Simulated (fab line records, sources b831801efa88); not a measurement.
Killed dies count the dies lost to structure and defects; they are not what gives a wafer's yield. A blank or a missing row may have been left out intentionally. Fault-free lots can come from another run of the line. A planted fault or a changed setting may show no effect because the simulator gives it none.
Which of the tools did it?    flow gf180mcu    21 wafers sampled from 7 lots at 1 step of a route of 602

WHAT THE GAUGES READ, wafer by wafer
GF_STI_THK_MEAS_30.
lot   measured     on             STI_OXIDATION_02_THK (nm)
L719  day 2 18:07  film_metro-04  10.07 10.03 10.29
L722  day 3 08:23  film_metro-03  10.07 9.60 10.01
L724  day 3 18:05  film_metro-03  9.62 9.50 9.64
L726  day 4 06:13  film_metro-04  9.98 10.05 10.13
L728  day 4 16:10  film_metro-04  9.85 9.87 9.95
L732  day 5 18:26  film_metro-01  9.77 9.82 9.52
L737  day 6 20:04  film_metro-01  9.66 9.75 9.52

WHICH TOOL RAN EACH LOT (tool, then ch and the chambers of the sampled wafers, then the start)
No process step before these readings appears in the record.

THE ANSWER, worked out from the rows above alone
Rule: usual is defined by the lots themselves. Put in order of their means at a reading, lots are off if they are a third of the lots or fewer, leave a main group of 4 or more, and stand apart from it by a gap of 3 or more times the standard deviation of the main group's means; of several such gaps the widest counts. Not used: any main group whose means are identical at the precision the tables above print for the reading. Also off: a lot with no number at a reading for which 4 or more lots have one. The other lots that the step has rows for count as sound.
No lot is off on any of the readings shown, so nothing can be concluded from this.

WHAT THE SIMULATOR HAD INSERTED
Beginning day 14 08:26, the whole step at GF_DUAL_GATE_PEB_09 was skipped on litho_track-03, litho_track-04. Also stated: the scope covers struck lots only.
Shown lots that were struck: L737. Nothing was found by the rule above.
